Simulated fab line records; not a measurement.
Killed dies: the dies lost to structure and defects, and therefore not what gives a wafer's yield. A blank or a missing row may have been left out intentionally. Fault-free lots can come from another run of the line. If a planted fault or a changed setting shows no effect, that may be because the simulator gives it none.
Which tool was responsible? :: flow gf180mcu :: 15 lots with 45 wafers sampled at 2 steps, on a route of 602 steps

WHAT EACH GAUGE READ, for each wafer
Not one reading of a measure or inspect step in the record can be checked against a usual standard deviation.

WHICH TOOL RAN EACH LOT (tool, then ch and the chambers of the sampled wafers, then the start)
lot: L890
GF_MVPSD_COAT_02: litho track-04 ch 0, day 4 17:13
GF_MVPSD_STRIP_10: plasma asher-04 ch 0,1, day 5 00:46

lot: L891
GF_MVPSD_COAT_02: litho track-04 ch 0, day 4 23:22
GF_MVPSD_STRIP_10: plasma asher-03 ch 0,1, day 5 06:39

lot: L892
GF_MVPSD_COAT_02: litho track-03 ch 0, day 5 05:14
GF_MVPSD_STRIP_10: plasma asher-04 ch 0,1, day 5 13:11

lot: L893
GF_MVPSD_COAT_02: litho track-02 ch 0, day 5 12:04
GF_MVPSD_STRIP_10: plasma asher-03 ch 0,1, day 5 19:21

lot: L894
GF_MVPSD_COAT_02: litho track-03 ch 0, day 5 16:25
GF_MVPSD_STRIP_10: plasma asher-02 ch 0,1, day 5 23:48

lot: L895
GF_MVPSD_COAT_02: litho track-03 ch 0, day 5 22:46
GF_MVPSD_STRIP_10: plasma asher-04 ch 0,1, day 6 06:27

lot: L896
GF_MVPSD_COAT_02: litho track-03 ch 0, day 6 06:25
GF_MVPSD_STRIP_10: plasma asher-02 ch 0,1, day 6 13:54

lot: L899
GF_MVPSD_COAT_02: litho track-03 ch 0, day 7 01:01
GF_MVPSD_STRIP_10: plasma asher-03 ch 0,1, day 7 09:21

lot: L904
GF_MVPSD_COAT_02: litho track-02 ch 0, day 8 08:16
GF_MVPSD_STRIP_10: plasma asher-04 ch 0,1, day 8 16:59

lot: L907
GF_MVPSD_COAT_02: litho track-02 ch 0, day 8 20:58
GF_MVPSD_STRIP_10: plasma asher-02 ch 0,1, day 9 05:56

lot: L909
GF_MVPSD_COAT_02: litho track-04 ch 0, day 9 10:08
GF_MVPSD_STRIP_10: plasma asher-03 ch 0,1, day 9 19:41

lot: L910
GF_MVPSD_COAT_02: litho track-02 ch 0, day 9 14:02
GF_MVPSD_STRIP_10: plasma asher-02 ch 0,1, day 9 23:45

lot: L911
GF_MVPSD_COAT_02: litho track-04 ch 0, day 9 22:28
GF_MVPSD_STRIP_10: plasma asher-04 ch 0,1, day 10 07:50

lot: L912
GF_MVPSD_COAT_02: litho track-04 ch 0, day 10 06:11
GF_MVPSD_STRIP_10: plasma asher-04 ch 0,1, day 10 15:58

lot: L913
GF_MVPSD_COAT_02: litho track-03 ch 0, day 10 09:13
GF_MVPSD_STRIP_10: plasma asher-04 ch 0,1, day 10 18:26
- GF_MVPSD_COAT_02: resist thk 3000 nm.
- GF_MVPSD_STRIP_10: strips in O2/N2.

WHAT THE TOOLS THEMSELVES READ (means of the sampled wafers that have a number; where no wafer has one, the mark that the record gives instead)
GF_MVPSD_COAT_02. Usual: chill plate temp C 22.98 C, standard deviation 0.11.
lot: L890
tool: litho track-04
chill plate temp C (C): 22.88
flag: 

lot: L891
tool: litho track-04
chill plate temp C (C): 23.04
flag: 

lot: L892
tool: litho track-03
chill plate temp C (C): 22.97
flag: 

lot: L893
tool: litho track-02
chill plate temp C (C): 23.03
flag: 

lot: L894
tool: litho track-03
chill plate temp C (C): 23.11
flag: 

lot: L895
tool: litho track-03
chill plate temp C (C): 22.88
flag: 

lot: L896
tool: litho track-03
chill plate temp C (C): 23.11
flag: 

lot: L899
tool: litho track-03
chill plate temp C (C): 23.01
flag: 

lot: L904
tool: litho track-02
chill plate temp C (C): 23.04
flag: 

lot: L907
tool: litho track-02
chill plate temp C (C): 22.91
flag: 

lot: L909
tool: litho track-04
chill plate temp C (C): 23.00
flag: 

lot: L910
tool: litho track-02
chill plate temp C (C): 22.91
flag: 

lot: L911
tool: litho track-04
chill plate temp C (C): 23.12
flag: 

lot: L912
tool: litho track-04
chill plate temp C (C): 22.92
flag: 

lot: L913
tool: litho track-03
chill plate temp C (C): 22.76
flag: 

GF_MVPSD_STRIP_10. Usual: drypump motor current A 5.5 A, standard deviation 0.34; heater power w 316 W, standard deviation 29; oes product au 0.722 a.u., standard deviation 0.0047; strip time to endpoint s 36.92 s, standard deviation 0.073.
lot: L890
tool: plasma asher-04
drypump motor current A (A): 5.6
heater power w (W): 303
oes product au (a.u.): 0.725
strip time to endpoint s (s): 36.91
flag: 

lot: L891
tool: plasma asher-03
drypump motor current A (A): 5.2
heater power w (W): 333
oes product au (a.u.): 0.722
strip time to endpoint s (s): 36.90
flag: 

lot: L892
tool: plasma asher-04
drypump motor current A (A): 5.6
heater power w (W): 298
oes product au (a.u.): 0.719
strip time to endpoint s (s): 36.89
flag: 

lot: L893
tool: plasma asher-03
drypump motor current A (A): 5.2
heater power w (W): 329
oes product au (a.u.): 0.722
strip time to endpoint s (s): 36.82
flag: 

lot: L894
tool: plasma asher-02
drypump motor current A (A): 5.9
heater power w (W): 339
oes product au (a.u.): 0.724
strip time to endpoint s (s): 36.94
flag: 

lot: L895
tool: plasma asher-04
drypump motor current A (A): 5.6
heater power w (W): 304
oes product au (a.u.): 0.719
strip time to endpoint s (s): 33.81
flag: OFF

lot: L896
tool: plasma asher-02
drypump motor current A (A): 6.0
heater power w (W): 356
oes product au (a.u.): 0.720
strip time to endpoint s (s): 33.75
flag: OFF

lot: L899
tool: plasma asher-03
drypump motor current A (A): 5.2
heater power w (W): 322
oes product au (a.u.): 0.718
strip time to endpoint s (s): 33.80
flag: OFF

lot: L904
tool: plasma asher-04
drypump motor current A (A): 5.4
heater power w (W): 291
oes product au (a.u.): 0.724
strip time to endpoint s (s): 36.89
flag: 

lot: L907
tool: plasma asher-02
drypump motor current A (A): 5.9
heater power w (W): 340
oes product au (a.u.): 0.723
strip time to endpoint s (s): 36.86
flag: 

lot: L909
tool: plasma asher-03
drypump motor current A (A): 5.1
heater power w (W): 314
oes product au (a.u.): 0.727
strip time to endpoint s (s): 36.96
flag: 

lot: L910
tool: plasma asher-02
drypump motor current A (A): 6.0
heater power w (W): 347
oes product au (a.u.): 0.722
strip time to endpoint s (s): 36.91
flag: 

lot: L911
tool: plasma asher-04
drypump motor current A (A): 5.6
heater power w (W): 297
oes product au (a.u.): 0.723
strip time to endpoint s (s): 36.95
flag: 

lot: L912
tool: plasma asher-04
drypump motor current A (A): 5.4
heater power w (W): 287
oes product au (a.u.): 0.720
strip time to endpoint s (s): 36.87
flag: 

lot: L913
tool: plasma asher-04
drypump motor current A (A): 5.4
heater power w (W): 288
oes product au (a.u.): 0.724
strip time to endpoint s (s): 36.90
flag: 

THE ANSWER, worked out from the rows above alone
Rule: take the mean of a lot's wafers that have a number; if it is more than 3 standard deviations from the usual mean, the lot is off. Also off: a lot with no number at a reading for which 4 or more lots have one. Where the step has rows for the other lots, those lots are counted as sound. First the gauges in route order, then the tools' own readings, where a lot's mean is used as printed above. At the first step where some lot is off, the reading lying furthest off is the one used; lots without a number count as furthest.
Off, at GF_MVPSD_STRIP_10 on strip time to endpoint s: L895, L896, L899.
A tool fits if, at that step or a process step before it, it ran every lot that is off, and no sound lot after the first of them. No candidate that was tried fits.

WHAT THE SIMULATOR HAD PUT IN
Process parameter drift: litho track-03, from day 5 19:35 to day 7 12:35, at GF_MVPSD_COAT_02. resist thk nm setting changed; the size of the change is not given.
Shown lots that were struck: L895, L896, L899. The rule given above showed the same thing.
